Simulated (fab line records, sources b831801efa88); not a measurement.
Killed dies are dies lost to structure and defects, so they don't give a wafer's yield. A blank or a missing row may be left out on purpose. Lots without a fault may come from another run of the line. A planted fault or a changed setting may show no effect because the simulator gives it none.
fab line records | flow sky130
record lots=12 wafers=36 last_day=50
route steps=708 shown LI_CONTACT@385 LOCAL_INTERCONNECT@401 CONTACT@409 METAL1@435 PAD_OPEN@708
lots that met no fault: from a run of the same line without faults
start_h: hours from the record's first day to the start of the lot's first wafer shown | wait_h: hours since the lot's step before | " the same as in the row above | L1.1+2: a row that stands for several wafers | - no value, or no start given | * or withheld: withheld | < > ~ a bound
route shown NAME@n: a module of which the file shows steps, and the number in the route of the first | usual: mean/standard deviation of fault-free wafers | same: alike in all rows | chamber/n: place in a boat | sites: the reading at each site | _std_site: their standard deviation | _edge_site: outer sites' mean less inner sites' | radius_mm: how far each site lies from the wafer's centre | mask NAME#n: copy n | behind: the tool/chamber that last shaped the wafer | hold: why the lot was held/for how many hours/how that ended | device: the transistor (n, p or np) that didn't switch | end of line: the same wafers' tests at the end of the route | a step without rows: its recipe alone | killed: dies lost to structure and defects at the first sort, not the wafer's yield | map: a wafer's dies, x killed, . not, _ none there
set.NAME: the setting as run; set.NAME@STEP: as run at that earlier step | model.NAME: the simulator's own value behind a step, which no gauge read
steps of the route over a sample of lots; a table a step, a row a wafer
services: from which hour (start_h, from the record's first day; less than 0 if before it) a tool's chamber was out of use, for how many hours, and why
## steps
# step SKY_LI_CONTACT_THK_MEAS_23
# recipe thk_meas_gauge=xrf reads=W_of_LI_CONTACT_CVD_21
# usual LI_CONTACT_W_THK=416/6.1
# columns lot.wafer tool chamber start_h wait_h LI_CONTACT_W_THK[nm]
L705.2 film_metro-01 - 677.26 0.1 416
L705.4 " - " " 423
L705.5 " - " " 422
L706.1 film_metro-01 - 684.16 0.1 421
L706.2 " - " " 417
L706.4 " - " " 412
L708.1 film_metro-02 - 699.42 0.1 420
L708.3 " - " " 417
L708.4 " - " " 425
L710.1 film_metro-03 - 715.19 0.1 416
L710.3 " - " " 418
L710.6 " - " " 414
L714.1 film_metro-01 - 758.99 0.1 416
L714.4 " - " " 414
L714.5 " - " " 415
L715.2 film_metro-01 - 771.10 0.1 410
L715.3 " - " " 414
L715.5 " - " " 412
L720.1 film_metro-03 - 800.32 0.1 417
L720.2 " - " " 426
L720.3 " - " " 424
L722.2 film_metro-02 - 823.50 0.1 416
L722.4 " - " " 422
L722.6 " - " " 424
L723.1 film_metro-01 - 825.32 0.1 416
L723.4 " - " " 411
L723.5 " - " " 412
L724.3 film_metro-03 - 830.23 0.1 427
L724.4 " - " " 422
L724.6 " - " " 424
L727.2 film_metro-03 - 846.25 0.1 419
L727.4 " - " " 430
L727.6 " - " " 429
L728.1 film_metro-03 - 860.65 0.1 415
L728.3 " - " " 419
L728.4 " - " " 410
# step SKY_LOCAL_INTERCONNECT_METAL_ETCH_14
# recipe target_depth_nm=110 stop_on=PSG chemistry=Cl2/BCl3 target=TiN resist_sidewall_deg=88 pressure_mtorr=10 icp_w=900 bias_w=48.5 Cl2_flow_sccm=60 bcl3_flow_sccm=30 time_s=31.4
# usual bcl3_flow_sccm=30.00/0.097 drypump_motor_current_A=5.8/0.33 oes_product_au=0.940/0.0078 throttle_valve_pct=21.901/0.01
# columns lot.wafer tool chamber start_h wait_h bcl3_flow_sccm drypump_motor_current_A oes_product_au rf_hours_counter_h throttle_valve_pct
L705.2 rie_metal-03 0 706.00 0.0 29.95 6.0 0.939 9 21.908
L705.4 " 0 " " 30.03 6.0 0.943 - 21.896
L705.5 " 0 " " 30.03 6.0 0.944 - 21.882
L706.1 rie_metal-03 1 713.10 0.0 30.12 5.8 0.944 10 21.901
L706.2 " 0 " " 30.04 6.0 0.947 9 21.904
L706.4 " 1 " " 30.14 5.7 0.938 - 21.908
L708.1 rie_metal-03 1 728.60 0.0 29.95 5.8 0.937 10 21.910
L708.3 " 0 " " 30.08 5.9 0.939 - 21.896
L708.4 " 1 " " 30.04 5.8 0.955 - 21.896
L710.1 rie_metal-04 1 748.55 0.0 30.13 5.4 0.939 2 21.899
L710.3 " 1 " " 30.03 5.4 0.948 - 21.880
L710.6 " 0 " " 29.88 6.2 0.949 - 21.892
L714.1 rie_metal-02 0 786.85 0.0 29.91 6.1 0.933 6 21.912
L714.4 " 1 " " 30.07 5.2 0.922 - 21.898
L714.5 " 1 " " 30.13 5.3 0.933 - 21.904
L715.2 rie_metal-04 0 798.05 0.0 30.08 6.2 0.935 9 21.893
L715.3 " 1 " " 30.09 5.4 0.936 - 21.906
L715.5 " 0 " " 30.14 6.2 0.936 - 21.901
L720.1 rie_metal-02 1 827.65 0.0 29.99 5.3 0.940 15 21.910
L720.2 " 0 " " 29.89 6.1 0.939 8 21.916
L720.3 " 1 " " 30.02 5.3 0.939 - 21.891
L722.2 rie_metal-03 0 850.66 0.0 30.04 6.0 0.931 14 21.893
L722.4 " 1 " " 29.84 5.7 0.932 - 21.908
L722.6 " 1 " " 30.04 5.7 0.937 - 21.915
L723.1 rie_metal-04 1 852.10 0.0 30.04 5.4 0.948 5 21.913
L723.4 " 0 " " 30.00 6.2 0.956 - 21.901
L723.5 " 0 " " 30.07 6.2 0.948 - 21.910
L724.3 rie_metal-02 1 856.62 0.0 30.00 5.3 0.960 - 21.899
L724.4 " 0 " " 30.08 6.1 0.940 - 21.904
L724.6 " 0 " " 30.16 6.1 0.942 - 21.905
L727.2 rie_metal-02 1 872.81 0.0 29.78 5.3 0.948 16 21.873
L727.4 " 0 " " 30.16 6.1 0.949 - 21.890
L727.6 " 0 " " 29.94 6.1 0.941 - 21.894
L728.1 rie_metal-03 0 888.21 0.0 29.99 6.0 0.942 15 21.902
L728.3 " 1 " " 29.94 5.7 0.936 - 21.908
L728.4 " 0 " " 29.85 5.9 0.939 - 21.887
# step SKY_CONTACT_THK_MEAS_03
# recipe reads=SiO2_of_CONTACT_HDPCVD_02
# usual CONTACT_HDPCVD_THK=561/5.3
# columns lot.wafer tool chamber start_h wait_h CONTACT_HDPCVD_THK[nm]
L705.2 film_metro-02 - 706.85 0.0 569
L705.4 " - " " 559
L705.5 " - " " 558
L706.1 film_metro-01 - 713.94 0.0 565
L706.2 " - " " 553
L706.4 " - " " 565
L708.1 film_metro-01 - 729.41 0.0 561
L708.3 " - " " 558
L708.4 " - " " 559
L710.1 film_metro-04 - 749.40 0.0 559
L710.3 " - " " 566
L710.6 " - " " 557
L714.1 film_metro-04 - 787.70 0.1 576
L714.4 " - " " 567
L714.5 " - " " 570
L715.2 film_metro-04 - 798.87 0.0 574
L715.3 " - " " 569
L715.5 " - " " 568
L720.1 film_metro-04 - 828.50 0.0 563
L720.2 " - " " 555
L720.3 " - " " 567
L722.2 film_metro-01 - 851.47 0.0 564
L722.4 " - " " 563
L722.6 " - " " 572
L723.1 film_metro-02 - 852.91 0.0 560
L723.4 " - " " 567
L723.5 " - " " 559
L724.3 film_metro-02 - 857.43 0.1 564
L724.4 " - " " 567
L724.6 " - " " 563
L727.2 film_metro-01 - 873.63 0.0 552
L727.4 " - " " 554
L727.6 " - " " 544
L728.1 film_metro-04 - 889.17 0.0 554
L728.3 " - " " 557
L728.4 " - " " 549
# step SKY_METAL1_SPUTTER_01
# recipe material=TiN target_thk_nm=20 power_w=6500 time_s=16.7 chamber_pressure_pa=0.4
# usual cathode_dc_power_W=6499.9/1.1 throttle_valve_pct=30.4/0.84
# columns lot.wafer tool chamber start_h wait_h cathode_dc_power_W throttle_valve_pct
L705.2 pvd_sputter-02 - 737.97 0.0 6499.8 31.6
L705.4 " - " " 6500.0 28.9
L705.5 " - " " 6498.1 29.0
L706.1 pvd_sputter-02 - 749.38 0.0 6499.7 31.3
L706.2 " - " " 6499.9 31.6
L706.4 " - " " 6500.9 28.7
L708.1 pvd_sputter-03 - 758.44 0.0 6498.8 29.8
L708.3 " - " " 6498.0 29.7
L708.4 " - " " 6500.0 30.8
L710.1 pvd_sputter-04 - 777.64 0.0 6501.2 29.3
L710.3 " - " " 6499.8 31.2
L710.6 " - " " 6500.6 28.9
L714.1 pvd_sputter-02 - 816.35 0.0 6500.6 31.0
L714.4 " - " " 6498.6 30.2
L714.5 " - " " 6499.1 30.4
L715.2 pvd_sputter-02 - 826.88 0.0 6500.4 31.5
L715.3 " - " " 6500.2 28.9
L715.5 " - " " 6501.5 31.0
L720.1 pvd_sputter-03 - 857.41 0.0 6499.3 31.2
L720.2 " - " " 6500.1 29.9
L720.3 " - " " 6499.2 30.5
L722.2 pvd_sputter-04 - 878.50 0.0 6499.0 31.1
L722.4 " - " " 6502.3 29.3
L722.6 " - " " 6498.2 29.8
L723.1 pvd_sputter-02 - 880.25 0.0 6159.0 31.7
L723.4 " - " " 6160.4 30.3
L723.5 " - " " 6164.2 31.6
L724.3 pvd_sputter-02 - 885.09 0.0 6159.7 28.9
L724.4 " - " " 6159.2 31.7
L724.6 " - " " 6159.9 30.2
L727.2 pvd_sputter-03 - 901.14 0.0 6500.5 30.5
L727.4 " - " " 6500.2 29.6
L727.6 " - " " 6499.4 29.8
L728.1 pvd_sputter-04 - 916.40 0.0 6499.1 31.1
L728.3 " - " " 6499.7 29.0
L728.4 " - " " 6498.8 30.6
# step SKY_PAD_OPEN_PROBE_99
# usual defect_limited_yield=82.9/2 killed_at_M0_to_M3=42/7.6 killed_at_M4_up=2.9/1.7 killed_at_contacts=24/5.1 killed_at_front_end=15/4 killed_at_other=0.2/0.38 killed_dies=84/9.9 killed_open=46/7.2 killed_short=38/6.6 sort_bin_3_pad_short=0.9/0.38 sort_bin_5_function=10.2/1.5 sort_bin_6_memory=6.0/1 sort_n_pass=408/9.9 sort_yield_pct=82.9/2
# same gross_dies=492 killed_at_back_side=0 sort_bin_4_leakage[%]=0 sort_bin_8_speed[%]=0
# columns lot.wafer tool chamber start_h wait_h defect_limited_yield[%] killed_at_M0_to_M3 killed_at_M4_up killed_at_contacts killed_at_front_end killed_at_other killed_dies killed_open killed_short sort_bin_3_pad_short[%] sort_bin_5_function[%] sort_bin_6_memory[%] sort_n_pass sort_yield_pct[%]
L705.2 prober-02 - 1078.04 0.1 82.5 48 1 23 14 0 86 43 43 1.2 11.2 5.1 406 82.5
L705.4 prober-02 - 1078.14 0.2 81.5 48 4 17 22 0 91 45 46 0.8 10.6 7.1 401 81.5
L705.5 prober-02 - 1078.19 0.2 79.7 58 3 28 11 0 100 59 41 1.4 11.0 7.9 392 79.7
L710.1 prober-01 - 1106.79 0.1 83.5 48 3 19 11 0 81 46 35 1.4 8.7 6.3 411 83.5
L710.3 prober-01 - 1106.89 0.2 82.1 47 5 15 21 0 88 40 48 0.8 11.0 6.1 404 82.1
L710.6 prober-01 - 1107.04 0.2 84.3 36 2 27 12 0 77 40 37 0.6 9.8 5.3 415 84.3
L715.2 prober-02 - 1141.96 0.1 79.1 50 3 37 13 0 103 58 45 0.8 13.0 7.1 389 79.1
L715.3 prober-02 - 1142.01 0.2 86.8 30 1 24 10 0 65 40 25 0.8 6.5 5.9 427 86.8
L715.5 prober-02 - 1142.11 0.2 81.9 50 4 23 12 0 89 60 29 1.4 11.2 5.5 403 81.9
L720.1 prober-01 - 1165.40 0.1 84.3 42 4 16 15 0 77 44 33 0.4 8.9 6.3 415 84.3
L720.2 prober-01 - 1165.45 0.1 84.6 33 3 23 17 0 76 37 39 1.4 7.3 6.7 416 84.6
L720.3 prober-01 - 1165.50 0.2 80.5 47 4 25 20 0 96 48 48 1.6 11.2 6.7 396 80.5
# killed by level:class
L705.2 VIA1:geometric_particle:open=10 CONTACT:geometric_particle:open=8 METAL2:geometric_particle:short=7 VIA2:geometric_particle:open=7 FIELD_ISO:geometric_particle:short=6 LI_CONTACT:geometric_particle:open=5 VIA1:geometric_particle:short=5 VIA3:geometric_particle:short=4
L705.4 VIA1:geometric_particle:open=11 CONTACT:geometric_particle:open=7 METAL2:geometric_particle:short=7 FIELD_ISO:geometric_particle:short=6 VIA2:geometric_particle:open=6 LI_CONTACT:geometric_particle:open=5 SPACER:geometric_particle:short=5 METAL1:geometric_particle:short=5
L705.5 VIA2:geometric_particle:open=12 CONTACT:geometric_particle:open=12 VIA1:geometric_particle:open=9 LI_CONTACT:geometric_particle:open=6 METAL1:geometric_particle:short=6 VIA3:geometric_particle:open=6 LOCAL_INTERCONNECT:geometric_particle:short=5 METAL3:geometric_particle:short=5
L710.1 VIA1:geometric_particle:short=9 VIA2:geometric_particle:open=8 LI_CONTACT:geometric_particle:open=8 VIA1:geometric_particle:open=8 VIA3:geometric_particle:open=7 METAL1:geometric_particle:short=6 CONTACT:geometric_particle:open=5 CONTACT:geometric_particle:short=5
L710.3 FIELD_ISO:geometric_particle:short=8 VIA3:geometric_particle:short=8 METAL1:geometric_particle:short=7 LI_CONTACT:geometric_particle:open=6 VIA1:geometric_particle:open=6 VIA2:geometric_particle:open=6 METAL2:geometric_particle:short=5 METAL4:geometric_particle:short=5
L710.6 CONTACT:geometric_particle:open=8 LI_CONTACT:geometric_particle:open=7 VIA1:geometric_particle:open=7 VIA1:geometric_particle:short=6 VIA2:geometric_particle:open=6 CONTACT:geometric_particle:short=5 VIA3:geometric_particle:open=5 POLY_GATE:geometric_particle:short=4
L715.2 CONTACT:geometric_particle:open=18 VIA2:geometric_particle:open=10 LI_CONTACT:geometric_particle:open=8 VIA1:geometric_particle:open=8 VIA1:geometric_particle:short=8 METAL2:geometric_particle:short=7 METAL1:geometric_particle:short=6 LI_CONTACT:geometric_particle:short=4
L715.3 CONTACT:geometric_particle:open=9 VIA1:geometric_particle:open=8 LI_CONTACT:geometric_particle:open=5 VIA3:geometric_particle:open=5 POLY_GATE:geometric_particle:short=4 CONTACT:geometric_particle:short=4 LOCAL_INTERCONNECT:geometric_particle:short=3 METAL1:geometric_particle:short=3
L715.5 VIA1:geometric_particle:open=13 CONTACT:geometric_particle:open=9 VIA2:geometric_particle:open=8 VIA3:geometric_particle:open=8 POLY_GATE:geometric_particle:open=6 LI_CONTACT:geometric_particle:open=5 CONTACT:geometric_particle:short=5 METAL1:geometric_particle:short=5
L720.1 VIA2:geometric_particle:open=13 VIA1:geometric_particle:open=12 FIELD_ISO:geometric_particle:open=6 CONTACT:geometric_particle:short=6 CONTACT:geometric_particle:open=4 METAL2:geometric_particle:short=4 VIA2:geometric_particle:short=4 FIELD_ISO:geometric_particle:short=3
L720.2 CONTACT:geometric_particle:short=9 VIA1:geometric_particle:open=8 CONTACT:geometric_particle:open=6 METAL1:geometric_particle:short=5 POLY_GATE:geometric_particle:short=4 LI_CONTACT:geometric_particle:open=4 METAL1:geometric_particle:open=4 SPACER:geometric_particle:open=3
L720.3 VIA1:geometric_particle:open=11 METAL1:geometric_particle:short=9 LI_CONTACT:geometric_particle:open=8 POLY_GATE:geometric_particle:short=7 VIA2:geometric_particle:open=7 LOCAL_INTERCONNECT:geometric_particle:short=6 CONTACT:geometric_particle:open=6 METAL3:geometric_particle:short=6
## services
# columns tool chamber start_h hours kind
rie_metal-04 1 687.38 2.9 repair
pvd_sputter-02 - 717.27 3.4 repair
rie_metal-04 - 723.48 15.6 pm
pvd_sputter-04 - 737.25 5.2 repair
rie_metal-04 - 745.57 2.8 pm
pvd_sputter-02 - 785.77 3.3 repair
pvd_sputter-02 - 788.76 2.8 repair
rie_metal-03 - 791.15 1.8 repair
pvd_sputter-04 - 804.81 5.1 repair
rie_metal-02 0 874.02 4.5 repair
pvd_sputter-03 - 879.41 2.4 repair
rie_metal-02 - 886.70 2.8 pm
rie_metal-03 1 890.44 - clean
rie_metal-03 1 890.44 17.6 scheduled_down
rie_metal-03 1 890.44 17.6 vent_cycle
pvd_sputter-03 - 914.68 2.8 repair
## key
first_sign step=SKY_METAL1_SPUTTER_01 reading=cathode_dc_power_W direction=down sigmas=99+ usual=6499.9 struck=6160.4
effect none on later readings
met_at SKY_METAL1_SPUTTER_01
struck_lots L723,L724
not_acting_at SKY_LI_CONTACT_THK_MEAS_23,SKY_LOCAL_INTERCONNECT_METAL_ETCH_14,SKY_CONTACT_THK_MEAS_03
onset_between 826.88 880.25
fault kind=process_parameter_drift tool=pvd_sputter-02 chamber=- onset_h=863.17 steps=SKY_METAL1_SPUTTER_01 channel=power_w offset=* shape=step end_h=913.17 acts_in=* stated=*
